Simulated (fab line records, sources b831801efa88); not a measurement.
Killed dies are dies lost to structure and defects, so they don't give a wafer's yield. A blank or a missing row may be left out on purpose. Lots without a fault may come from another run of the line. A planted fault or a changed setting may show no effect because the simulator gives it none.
Which tool did it? | flow gf180mcu | 6 lots, 18 wafers sampled, at 1 step of a route of 602

WHAT THE GAUGES READ, wafer by wafer
GF_VT_IMPLANT_OVL_MEAS_40.
lot  | measured     | on         | VT_IMPLANT_03_OVL (nm)
L919 | day 7 19:53  | overlay-02 | 0.5 1.3 2.0
L921 | day 8 08:47  | overlay-01 | 2.1 -0.2 0.1
L931 | day 11 04:44 | overlay-02 | -1.6 -0.9 -3.4
L936 | day 12 22:08 | overlay-01 | 0.7 1.0 2.2
L938 | day 13 12:21 | overlay-02 | -0.4 -0.3 0.2
L941 | day 14 02:19 | overlay-01 | 4.4 3.1 5.4

WHICH TOOL RAN EACH LOT (tool, then ch and the chambers of the sampled wafers, then the start)
The record holds no process step before these readings.

THE ANSWER, worked out from the rows above alone
Rule: what is usual is taken from the lots themselves. Put in order of their means at a reading, lots are off if they are a third of the lots or fewer, leave a main group of 4 or more, and stand apart from it by a gap of 3 or more times the standard deviation of the main group's means; of several such gaps the widest counts. A main group whose means are all the same, to the digits that the tables above print for the reading, isn't used. A lot without any number at a reading at which 4 lots or more have one is off too. The other lots that the step has rows for count as sound.
No lot is off at any reading shown: from this, nothing can be told.

WHAT THE SIMULATOR HAD PUT IN
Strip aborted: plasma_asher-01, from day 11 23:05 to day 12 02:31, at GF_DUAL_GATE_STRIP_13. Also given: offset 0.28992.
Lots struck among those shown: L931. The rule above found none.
